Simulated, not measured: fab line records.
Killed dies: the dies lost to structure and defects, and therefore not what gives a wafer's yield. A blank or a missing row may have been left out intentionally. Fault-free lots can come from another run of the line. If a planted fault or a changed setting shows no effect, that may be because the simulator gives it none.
Which of the tools did it?    flow gf180mcu    37 wafers from 13 lots sampled at 5 of the route's 602 steps

## WHAT THE GAUGES READ, wafer by wafer
GF_M4_THK_MEAS_06: measures by xrf.
lot   measured      on             M4_ALCU_THK (nm)
L836  day 22 09:49  film-metro-03  447 444 449
L837  day 22 16:41  film-metro-03  441 442 441
L838  day 23 02:00  film-metro-03  446 444 444
L841  day 24 11:16  film-metro-03  447 444 447
L842  day 24 18:44  film-metro-01  449 442
L843  day 25 03:10  film-metro-01  443 446
L846  day 26 08:56  film-metro-01  449 453 447
L848  day 26 14:50  film-metro-03  438 436 439
L849  day 26 20:30  film-metro-01  441 441 435
L850  day 27 04:10  film-metro-04  439 445 439
L854  day 28 08:44  film-metro-01  444 444 445
L855  day 28 17:40  film-metro-03  450 455 453
L856  day 29 00:08  film-metro-04  437 438 436

GF_MIM_THK_MEAS_06.
lot   measured      on             MIM_CVD_05_THK (nm)
L836  day 24 10:19  film-metro-04  42.2 42.7 42.7
L837  day 24 16:24  film-metro-02  42.1 41.8 42.4
L838  day 25 01:27  film-metro-04  42.1 42.5 43.0
L841  day 26 09:32  film-metro-01  56.4 41.5 42.4
L842  day 26 16:49  film-metro-01  57.2 42.3
L843  day 26 23:35  film-metro-01  43.1 57.6
L846  day 28 04:28  film-metro-02  41.8 42.6 42.5
L848  day 28 10:50  film-metro-02  42.0 41.8 42.1
L849  day 28 15:49  film-metro-01  41.9 42.7 43.1
L850  day 28 22:59  film-metro-04  42.1 41.9 42.5
L854  day 30 01:25  film-metro-04  41.5 42.0 41.8
L855  day 30 10:15  film-metro-04  41.9 41.9 42.9
L856  day 30 15:55  film-metro-01  41.8 43.0 42.4

## EACH LOT AND THE TOOL THAT RAN IT (in order: tool; ch and the chambers of the sampled wafers; start)
lot   GF_M4_STRIP_17                        GF_MIM_SPUTTER_02             GF_MIM_CVD_05
L836  plasma-asher-01 ch 0,1, day 23 08:43  pvd-sputter-02, day 24 10:11  pecvd-02 ch 0,1,2, day 24 10:17
L837  plasma-asher-04 ch 0,1, day 23 15:28  pvd-sputter-01, day 24 16:16  pecvd-04 ch 0,1, day 24 16:21
L838  plasma-asher-02 ch 0,1, day 24 00:28  pvd-sputter-02, day 25 01:20  pecvd-02 ch 0,2, day 25 01:25
L841  plasma-asher-02 ch 0,1, day 25 09:08  pvd-sputter-03, day 26 09:23  pecvd-02 ch 0,1,2, day 26 09:29
L842  plasma-asher-04 ch 1, day 25 16:30    pvd-sputter-02, day 26 16:41  pecvd-02 ch 0,2, day 26 16:46
L843  plasma-asher-02 ch 0,1, day 26 00:34  pvd-sputter-02, day 26 23:27  pecvd-02 ch 0,2, day 26 23:32
L846  plasma-asher-02 ch 0,1, day 27 05:17  pvd-sputter-03, day 28 04:19  pecvd-01 ch 0,1, day 28 04:25
L848  plasma-asher-04 ch 0,1, day 27 11:44  pvd-sputter-03, day 28 10:42  pecvd-01 ch 0,1,2, day 28 10:47
L849  plasma-asher-04 ch 0,1, day 27 16:48  pvd-sputter-03, day 28 15:41  pecvd-04 ch 0,2, day 28 15:47
L850  plasma-asher-01 ch 0,1, day 28 00:35  pvd-sputter-02, day 28 22:52  pecvd-04 ch 0,1,2, day 28 22:57
L854  plasma-asher-04 ch 0,1, day 29 04:06  pvd-sputter-01, day 30 01:17  pecvd-01 ch 0,1,2, day 30 01:23
L855  plasma-asher-02 ch 0,1, day 29 12:56  pvd-sputter-02, day 30 10:08  pecvd-04 ch 0,1, day 30 10:13
L856  plasma-asher-01 ch 0,1, day 29 18:53  pvd-sputter-02, day 30 15:47  pecvd-04 ch 1,2, day 30 15:53
- GF_M4_STRIP_17: strips in O2/N2.
- GF_MIM_SPUTTER_02: material AlCu, target thk 450 nm, time 23.9 s.
- GF_MIM_CVD_05: deposits Si3N4, target thk 42 nm, time 29.086 s.

## WHAT THE TOOLS THEMSELVES READ (means of the sampled wafers that have a number; where no wafer has one, the mark that the record gives instead)
GF_M4_STRIP_17.
lot   tool             drypump-motor-current-A (A)  heater-power-w (W)  o2-flow-sccm (sccm)  oes-product-au (a.u.)  platen-temp-c (C)  strip-time-to-endpoint-s (s)
L836  plasma-asher-01  5.86                         334                 2999                 0.542                  249.99             7.45
L837  plasma-asher-04  5.67                         322                 3003                 0.541                  250.06             7.42
L838  plasma-asher-02  5.92                         326                 3000                 0.542                  249.95             7.40
L841  plasma-asher-02  5.93                         320                 3003                 0.537                  249.90             7.36
L842  plasma-asher-04  5.62                         328                 3002                 0.538                  249.88             7.44
L843  plasma-asher-02  5.85                         325                 3012                 0.536                  250.00             7.38
L846  plasma-asher-02  5.95                         323                 3000                 0.535                  249.92             7.36
L848  plasma-asher-04  5.68                         319                 2993                 0.537                  249.89             7.38
L849  plasma-asher-04  5.64                         334                 2998                 0.538                  249.95             7.38
L850  plasma-asher-01  5.87                         327                 2998                 0.536                  249.91             7.35
L854  plasma-asher-04  5.64                         329                 2995                 0.537                  250.19             7.39
L855  plasma-asher-02  5.76                         333                 3008                 0.535                  250.11             7.42
L856  plasma-asher-01  5.91                         341                 3003                 0.536                  249.65             7.34

GF_MIM_SPUTTER_02.
lot   tool            throttle-valve-pct (%)
L836  pvd-sputter-02  28.9
L837  pvd-sputter-01  30.8
L838  pvd-sputter-02  29.3
L841  pvd-sputter-03  29.5
L842  pvd-sputter-02  29.0
L843  pvd-sputter-02  29.4
L846  pvd-sputter-03  29.7
L848  pvd-sputter-03  29.4
L849  pvd-sputter-03  29.2
L850  pvd-sputter-02  30.1
L854  pvd-sputter-01  30.8
L855  pvd-sputter-02  29.2
L856  pvd-sputter-02  29.2

GF_MIM_CVD_05.
lot   tool      heater-power-w (W)
L836  pecvd-02  608
L837  pecvd-04  682
L838  pecvd-02  639
L841  pecvd-02  682
L842  pecvd-02  676
L843  pecvd-02  700
L846  pecvd-01  521
L848  pecvd-01  575
L849  pecvd-04  744
L850  pecvd-04  696
L854  pecvd-01  616
L855  pecvd-04  673
L856  pecvd-04  659

## THE ANSWER, worked out from the rows above alone
Rule: the usual values come from the lots themselves. The widest of any qualifying gaps counts: lots, ordered by their means at a reading, are off when they make up no more than a third of the lots, leave a main group of 4 or more, and stand apart from it by 3 or more times the standard deviation of that group's means. Not used: any main group whose means are identical at the precision the tables above print for the reading. Also off: a lot with no number at a reading for which 4 or more lots have one. All remaining lots with rows at the step are treated as sound. After the gauges, taken in route order, come the tools' own readings; for these a lot's mean is taken, as printed above. At the first step where some lot is off, the reading lying furthest off is the one used; lots without a number count as furthest.
Off: L841, L842, L843, at GF_MIM_THK_MEAS_06 (MIM_CVD_05_THK). For the main group the mean is 42.3 nm and the standard deviation 0.25.
If a tool, at a process step before that reading, ran all the lots that are off and no sound lot after the first of them, it fits. The gauges at GF_MIM_THK_MEAS_06 are tried like those tools. One fits: pecvd-02 at GF_MIM_CVD_05. A fault onset in the window from L838 (day 25 01:25, its last sound lot) to L841 (day 26 09:29, its first lot off) fits.

## WHAT THE SIMULATOR PUT IN
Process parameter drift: pecvd-02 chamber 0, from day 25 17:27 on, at GF_MIM_CVD_05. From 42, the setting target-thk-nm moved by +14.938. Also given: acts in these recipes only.
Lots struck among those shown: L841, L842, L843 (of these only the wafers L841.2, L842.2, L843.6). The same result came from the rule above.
